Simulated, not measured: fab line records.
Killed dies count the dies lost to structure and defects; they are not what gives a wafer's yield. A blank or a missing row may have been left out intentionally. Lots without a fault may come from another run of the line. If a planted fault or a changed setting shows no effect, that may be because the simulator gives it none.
Which of the tools did it? || flow sky130 || 36 wafers from 12 lots sampled at 5 of the route's 708 steps

WHAT THE GAUGES READ, wafer by wafer
SKY_LI_CONTACT_CD_MEAS_12: target cd 170 nm. Usual: cd nm reads 170.1 nm (standard deviation 1.6).
{"lot": "L235", "measured": "day 28 11:37", "on": "cd sem-02", "cd nm (nm)": "168.0 169.6 168.0", "flag": ""}
{"lot": "L236", "measured": "day 28 18:40", "on": "cd sem-01", "cd nm (nm)": "170.5 171.2 170.9", "flag": ""}
{"lot": "L238", "measured": "day 29 20:34", "on": "cd sem-01", "cd nm (nm)": "170.0 168.9 168.8", "flag": ""}
{"lot": "L239", "measured": "day 31 01:44", "on": "cd sem-01", "cd nm (nm)": "170.0 169.1 170.1", "flag": ""}
{"lot": "L241", "measured": "day 31 02:41", "on": "cd sem-02", "cd nm (nm)": "173.1 171.7 172.6", "flag": ""}
{"lot": "L240", "measured": "day 31 04:07", "on": "cd sem-02", "cd nm (nm)": "171.1 170.0 171.1", "flag": ""}
{"lot": "L243", "measured": "day 31 11:43", "on": "cd sem-02", "cd nm (nm)": "171.4 170.2 171.3", "flag": ""}
{"lot": "L244", "measured": "day 32 14:07", "on": "cd sem-02", "cd nm (nm)": "169.4 169.5 169.8", "flag": ""}
{"lot": "L246", "measured": "day 32 18:50", "on": "cd sem-02", "cd nm (nm)": "168.1 167.5 167.8", "flag": ""}
{"lot": "L251", "measured": "day 33 22:19", "on": "cd sem-02", "cd nm (nm)": "170.2 169.5 169.0", "flag": ""}
{"lot": "L257", "measured": "day 36 00:16", "on": "cd sem-02", "cd nm (nm)": "170.6 169.7 170.5", "flag": ""}
{"lot": "L258", "measured": "day 36 05:17", "on": "cd sem-02", "cd nm (nm)": "170.4 169.6 170.0", "flag": ""}

SKY_LI_CONTACT_OVL_MEAS_13. Usual: LI_CONTACT_OVL -1 nm, standard deviation 5.3.
{"lot": "L235", "measured": "day 28 11:42", "on": "overlay-01", "LI_CONTACT_OVL (nm)": "-6 1 -2", "flag": ""}
{"lot": "L236", "measured": "day 28 18:47", "on": "overlay-01", "LI_CONTACT_OVL (nm)": "-5 -4 -8", "flag": ""}
{"lot": "L238", "measured": "day 29 20:41", "on": "overlay-02", "LI_CONTACT_OVL (nm)": "-7 -4 -5", "flag": ""}
{"lot": "L239", "measured": "day 31 01:48", "on": "overlay-02", "LI_CONTACT_OVL (nm)": "-1 5 0", "flag": ""}
{"lot": "L241", "measured": "day 31 02:47", "on": "overlay-02", "LI_CONTACT_OVL (nm)": "-3 -6 -3", "flag": ""}
{"lot": "L240", "measured": "day 31 04:14", "on": "overlay-01", "LI_CONTACT_OVL (nm)": "8 0 3", "flag": ""}
{"lot": "L243", "measured": "day 31 11:50", "on": "overlay-02", "LI_CONTACT_OVL (nm)": "1 -3 -6", "flag": ""}
{"lot": "L244", "measured": "day 32 14:14", "on": "overlay-02", "LI_CONTACT_OVL (nm)": "-3 -9 -6", "flag": ""}
{"lot": "L246", "measured": "day 32 18:56", "on": "overlay-02", "LI_CONTACT_OVL (nm)": "-2 0 2", "flag": ""}
{"lot": "L251", "measured": "day 33 22:26", "on": "overlay-02", "LI_CONTACT_OVL (nm)": "-3 0 5", "flag": ""}
{"lot": "L257", "measured": "day 36 00:23", "on": "overlay-02", "LI_CONTACT_OVL (nm)": "-6 5 0", "flag": ""}
{"lot": "L258", "measured": "day 36 05:24", "on": "overlay-01", "LI_CONTACT_OVL (nm)": "-6 1 -10", "flag": ""}

SKY_LI_CONTACT_RS_MEAS_22: uses a four-point probe to measure. Usual: LI_CONTACT_W_RS 0.281 ohm/sq, standard deviation 0.0035.
{"lot": "L235", "measured": "day 28 12:28", "on": "film metro-01", "LI_CONTACT_W_RS (ohm/sq)": "0.281 0.284 0.280", "flag": ""}
{"lot": "L236", "measured": "day 28 19:31", "on": "film metro-01", "LI_CONTACT_W_RS (ohm/sq)": "0.277 0.277 0.281", "flag": ""}
{"lot": "L238", "measured": "day 29 21:35", "on": "film metro-02", "LI_CONTACT_W_RS (ohm/sq)": "0.282 0.286 0.284", "flag": ""}
{"lot": "L239", "measured": "day 31 02:34", "on": "film metro-02", "LI_CONTACT_W_RS (ohm/sq)": "0.278 0.278 0.276", "flag": ""}
{"lot": "L241", "measured": "day 31 03:32", "on": "film metro-01", "LI_CONTACT_W_RS (ohm/sq)": "0.276 0.274 0.277", "flag": ""}
{"lot": "L240", "measured": "day 31 04:58", "on": "film metro-04", "LI_CONTACT_W_RS (ohm/sq)": "0.275 0.278 0.275", "flag": ""}
{"lot": "L243", "measured": "day 31 12:34", "on": "film metro-01", "LI_CONTACT_W_RS (ohm/sq)": "0.286 0.288 0.284", "flag": ""}
{"lot": "L244", "measured": "day 32 14:58", "on": "film metro-04", "LI_CONTACT_W_RS (ohm/sq)": "0.279 0.283 0.281", "flag": ""}
{"lot": "L246", "measured": "day 32 19:41", "on": "film metro-04", "LI_CONTACT_W_RS (ohm/sq)": "0.286 0.282 0.285", "flag": ""}
{"lot": "L251", "measured": "day 33 23:10", "on": "film metro-01", "LI_CONTACT_W_RS (ohm/sq)": "0.286 0.281 0.268", "flag": ""}
{"lot": "L257", "measured": "day 36 01:06", "on": "film metro-04", "LI_CONTACT_W_RS (ohm/sq)": "0.279 0.277 0.278", "flag": ""}
{"lot": "L258", "measured": "day 36 06:09", "on": "film metro-02", "LI_CONTACT_W_RS (ohm/sq)": "0.283 0.281 0.280", "flag": ""}

SKY_LI_CONTACT_THK_MEAS_23: measures by xrf. Usual: LI_CONTACT_W_THK 407 nm, standard deviation 8.
{"lot": "L235", "measured": "day 28 12:34", "on": "film metro-01", "LI_CONTACT_W_THK (nm)": "414 404 411", "flag": ""}
{"lot": "L236", "measured": "day 28 19:38", "on": "film metro-01", "LI_CONTACT_W_THK (nm)": "417 418 412", "flag": ""}
{"lot": "L238", "measured": "day 29 21:42", "on": "film metro-02", "LI_CONTACT_W_THK (nm)": "397 390 394", "flag": ""}
{"lot": "L239", "measured": "day 31 02:40", "on": "film metro-02", "LI_CONTACT_W_THK (nm)": "404 401 405", "flag": ""}
{"lot": "L241", "measured": "day 31 03:38", "on": "film metro-01", "LI_CONTACT_W_THK (nm)": "421 424 419", "flag": ""}
{"lot": "L240", "measured": "day 31 05:05", "on": "film metro-04", "LI_CONTACT_W_THK (nm)": "420 417 415", "flag": ""}
{"lot": "L243", "measured": "day 31 12:41", "on": "film metro-01", "LI_CONTACT_W_THK (nm)": "404 399 413", "flag": ""}
{"lot": "L244", "measured": "day 32 15:05", "on": "film metro-04", "LI_CONTACT_W_THK (nm)": "410 406 412", "flag": ""}
{"lot": "L246", "measured": "day 32 19:48", "on": "film metro-04", "LI_CONTACT_W_THK (nm)": "401 406 404", "flag": ""}
{"lot": "L251", "measured": "day 33 23:17", "on": "film metro-01", "LI_CONTACT_W_THK (nm)": "410 418 438", "flag": ""}
{"lot": "L257", "measured": "day 36 01:13", "on": "film metro-04", "LI_CONTACT_W_THK (nm)": "411 408 409", "flag": ""}
{"lot": "L258", "measured": "day 36 06:16", "on": "film metro-02", "LI_CONTACT_W_THK (nm)": "401 403 405", "flag": ""}

TOOL THAT RAN EACH LOT (tool first, then ch and the chambers of the sampled wafers, then the start)
{"lot": "L235", "SKY_LI_CONTACT_CVD_21": "cvd w-01 ch 0,1, day 28 12:20"}
{"lot": "L236", "SKY_LI_CONTACT_CVD_21": "cvd w-01 ch 0,1, day 28 19:23"}
{"lot": "L238", "SKY_LI_CONTACT_CVD_21": "cvd w-02 ch 0,1, day 29 21:28"}
{"lot": "L239", "SKY_LI_CONTACT_CVD_21": "cvd w-01 ch 0,1, day 31 02:25"}
{"lot": "L241", "SKY_LI_CONTACT_CVD_21": "cvd w-01 ch 0,1, day 31 03:23"}
{"lot": "L240", "SKY_LI_CONTACT_CVD_21": "cvd w-01 ch 0,1, day 31 04:50"}
{"lot": "L243", "SKY_LI_CONTACT_CVD_21": "cvd w-02 ch 0,1, day 31 12:26"}
{"lot": "L244", "SKY_LI_CONTACT_CVD_21": "cvd w-02 ch 1, day 32 14:50"}
{"lot": "L246", "SKY_LI_CONTACT_CVD_21": "cvd w-02 ch 0,1, day 32 19:33"}
{"lot": "L251", "SKY_LI_CONTACT_CVD_21": "cvd w-02 ch 0,1, day 33 23:02"}
{"lot": "L257", "SKY_LI_CONTACT_CVD_21": "cvd w-01 ch 0,1, day 36 00:58"}
{"lot": "L258", "SKY_LI_CONTACT_CVD_21": "cvd w-01 ch 0,1, day 36 06:00"}
- SKY_LI_CONTACT_CVD_21: deposits W, target thk 400 nm, time 120.56 s.

AS READ BY THE TOOLS THEMSELVES (means over the sampled wafers that have a number; for cases with no such wafer, the mark the record gives instead)
SKY_LI_CONTACT_CVD_21. Usual: chamber pressure Torr 40.00 Torr, standard deviation 0.094; heater power w 806 W, standard deviation 85.
{"lot": "L235", "tool": "cvd w-01", "chamber pressure Torr (Torr)": 39.98, "heater power w (W)": 844, "flag": ""}
{"lot": "L236", "tool": "cvd w-01", "chamber pressure Torr (Torr)": 40.03, "heater power w (W)": 782, "flag": ""}
{"lot": "L238", "tool": "cvd w-02", "chamber pressure Torr (Torr)": 39.95, "heater power w (W)": 773, "flag": ""}
{"lot": "L239", "tool": "cvd w-01", "chamber pressure Torr (Torr)": 40.07, "heater power w (W)": 857, "flag": ""}
{"lot": "L241", "tool": "cvd w-01", "chamber pressure Torr (Torr)": 40.04, "heater power w (W)": 861, "flag": ""}
{"lot": "L240", "tool": "cvd w-01", "chamber pressure Torr (Torr)": 40.02, "heater power w (W)": 783, "flag": ""}
{"lot": "L243", "tool": "cvd w-02", "chamber pressure Torr (Torr)": 40.07, "heater power w (W)": 788, "flag": ""}
{"lot": "L244", "tool": "cvd w-02", "chamber pressure Torr (Torr)": 40.05, "heater power w (W)": 818, "flag": ""}
{"lot": "L246", "tool": "cvd w-02", "chamber pressure Torr (Torr)": 39.94, "heater power w (W)": 766, "flag": ""}
{"lot": "L251", "tool": "cvd w-02", "chamber pressure Torr (Torr)": 42.25, "heater power w (W)": 802, "flag": "OFF"}
{"lot": "L257", "tool": "cvd w-01", "chamber pressure Torr (Torr)": 39.96, "heater power w (W)": 766, "flag": ""}
{"lot": "L258", "tool": "cvd w-01", "chamber pressure Torr (Torr)": 40.05, "heater power w (W)": 855, "flag": ""}

THE ANSWER, worked out from the rows above alone
Rule: a lot counts as off when the mean over its wafers that have a number is more than 3 standard deviations away from the usual mean. Also off: a lot with no number at a reading for which 4 or more lots have one. Where the step has rows for the other lots, those lots are counted as sound. After the gauges, taken in route order, come the tools' own readings; for these a lot's mean is taken, as printed above. The first step at which some lot is off is used, and at that step the reading that is off furthest; a lot without a number counts as furthest.
Off, at SKY_LI_CONTACT_CVD_21 on chamber pressure Torr: L251.
A tool fits if, at that step or a process step before it, it ran every lot that is off, and no sound lot after the first of them. One fits: cvd w-02 at SKY_LI_CONTACT_CVD_21. Its last sound lot is L246 (day 32 19:33), its first lot that is off L251 (day 33 23:02): a fault that began between those two fits.
On the lots that are off, the tool's own readings at SKY_LI_CONTACT_CVD_21 differ by more than 5 times the standard deviation of the sound lots' means, which bears it out; chamber pressure Torr reads 42.25 Torr there versus 40.01 Torr on the sound lots.

WHAT THE SIMULATOR HAD INSERTED
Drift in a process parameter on cvd w-02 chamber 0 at SKY_LI_CONTACT_CVD_21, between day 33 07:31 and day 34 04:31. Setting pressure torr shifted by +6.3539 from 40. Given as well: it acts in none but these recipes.
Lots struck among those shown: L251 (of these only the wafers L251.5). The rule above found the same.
